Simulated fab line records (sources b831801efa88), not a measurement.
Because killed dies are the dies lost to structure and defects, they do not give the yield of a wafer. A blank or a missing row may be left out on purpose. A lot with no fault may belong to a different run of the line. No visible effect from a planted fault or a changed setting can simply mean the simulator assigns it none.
8D (eight disciplines) problem report, filled in by code / flow sky130 / the parts of the form that need people (team, actions taken, sign-off) are left out

1. WHAT IS WRONG
Mean of chamberPressurePa at SKY_METAL4_SPUTTER_02: 0.3220 Pa across 6 wafers in 2 lots; on wafers with no fault it is 0.4000 Pa (standard deviation 0.00086). That is -91 standard deviations from the usual mean.
The step: material AlCu, target thk 735 nm, time 39.1 s.
Seen first at day 41 20:56 on pvdSputter-04, wafer L627.1. Wafers with a number at this step in the record: 12, from 4 lots. Rule for "out" (also "out of limits"): further than 4 standard deviations from the usual mean. Any other wafer with a number is counted as sound.

2. WHAT IT IS, AND WHAT IT ISN'T
question=which readings at this step | is=chamberPressurePa, throttleValvePct | is not=-
question=which lots | is=L627, L628 | is not=L619, L640
question=which wafers of those lots | is=all that have a number | is not=-
question=read on which tools | is=pvdSputter-04 | is not=pvdSputter-02
question=when | is=from day 41 20:56 | is not=up to then (3 sound wafers); but 3 sound wafers of L640 came after

3. SUSPECTS, AND WHAT RULES EACH OUT
Counting: a tool at any process step up to the reading remains a suspect when it ran all the lots that are out and ran no sound lot after the first of those.
- pvdSputter-04 at SKY_METAL4_SPUTTER_02 (material AlCu, target thk 735 nm, time 39.1 s): kept. All lots that are out passed through it, beginning with L627 at day 41 20:56, and no sound lot followed; its final sound lot before that point was L619 at day 39 15:02. On those wafers its own readings are out: chamberPressurePa, throttleValvePct.
Remaining after the count: pvdSputter-04 at SKY_METAL4_SPUTTER_02.

4. THE CAUSE (what the simulator had put in)
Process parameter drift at SKY_METAL4_SPUTTER_02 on pvdSputter-04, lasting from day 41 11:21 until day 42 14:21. A move of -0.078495 in setting chamberPressurePa, from 0.4. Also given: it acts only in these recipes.
Only this tool survived the counting.

5. SEQUENCE OF EFFECTS, ordered by route
One row per reading whose mean, taken over the struck wafers that have a number, lies over 3 standard deviations from the usual. Only readings for which the record gives a usual standard deviation are gone through. hours: the time from each lot's start at the first step in this table that gives one to its start at this step, as a median over the lots. sigmas: the change in usual standard deviations.
hours=0; step=SKY_METAL4_SPUTTER_02; reading=chamberPressurePa; usual=0.4000 Pa; on struck wafers=0.3220; change=-0.0780; sigmas=-91
hours=0; step=SKY_METAL4_SPUTTER_02; reading=throttleValvePct; usual=29.7 %; on struck wafers=33.8; change=+4.1; sigmas=+7.6
It contains these process steps:
- SKY_METAL4_SPUTTER_02: material AlCu, target thk 735 nm, time 39.1 s.

6. WHAT WOULD HAVE CAUGHT IT SOONER
The fault began at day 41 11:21; the first out-of-limits reading in this record came at day 41 20:56, 10 hours later.
